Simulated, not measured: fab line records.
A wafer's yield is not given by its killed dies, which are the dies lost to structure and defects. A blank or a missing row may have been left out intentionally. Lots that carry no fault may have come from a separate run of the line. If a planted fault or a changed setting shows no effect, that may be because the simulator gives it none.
Matching of chambers || flow sky130 || cmp-01 running SKY_VIA2_CMP_02: 4 sister chambers
The step polishes SiO2. 4 wafers are shown with their chamber, then 7 later ones without.

== WAFERS, EACH WITH ITS CHAMBER ==
{"wafer": "L517.4", "chamber": 2, "motor-current-A (A)": 13.3}
{"wafer": "L517.5", "chamber": 1, "motor-current-A (A)": 12.2}
{"wafer": "L519.2", "chamber": 0, "motor-current-A (A)": 9.4}
{"wafer": "L519.4", "chamber": 3, "motor-current-A (A)": 10.6}

== WAFERS WITH NO CHAMBER GIVEN ==
{"wafer": "L519.6", "motor-current-A (A)": 13.2}
{"wafer": "L520.1", "motor-current-A (A)": 10.5}
{"wafer": "L520.2", "motor-current-A (A)": 13.4}
{"wafer": "L520.6", "motor-current-A (A)": 10.6}
{"wafer": "L524.2", "motor-current-A (A)": 11.0}
{"wafer": "L524.5", "motor-current-A (A)": 9.4}
{"wafer": "L524.6", "motor-current-A (A)": 11.8}

== WHICH CHAMBER EACH ONE RAN IN ==
{"wafer": "L519.6", "from the rows above": 2, "in truth": 2}
{"wafer": "L520.1", "from the rows above": 3, "in truth": 3}
{"wafer": "L520.2", "from the rows above": 2, "in truth": 2}
{"wafer": "L520.6", "from the rows above": 3, "in truth": 3}
{"wafer": "L524.2", "from the rows above": 3, "in truth": 3}
{"wafer": "L524.5", "from the rows above": 0, "in truth": 0}
{"wafer": "L524.6", "from the rows above": 1, "in truth": 1}
Correct placement for 7 of the 7. From these rows, 0 cannot be placed. Number placed wrongly: 0.
How it was worked out, from the rows above alone: a wafer's distance from a chamber is the root of the sum, over the readings, of the square of ((its reading less the chamber's mean) divided by the reading's scatter). The wafer belongs to the nearest chamber; if the next one is less than 2 further off, it can't be placed. For every chamber, the mean is computed from those of its wafers that are shown. The scatter: with one shown wafer a chamber, the root of the mean of the squares of how far each hidden wafer lies from its nearest shown one.
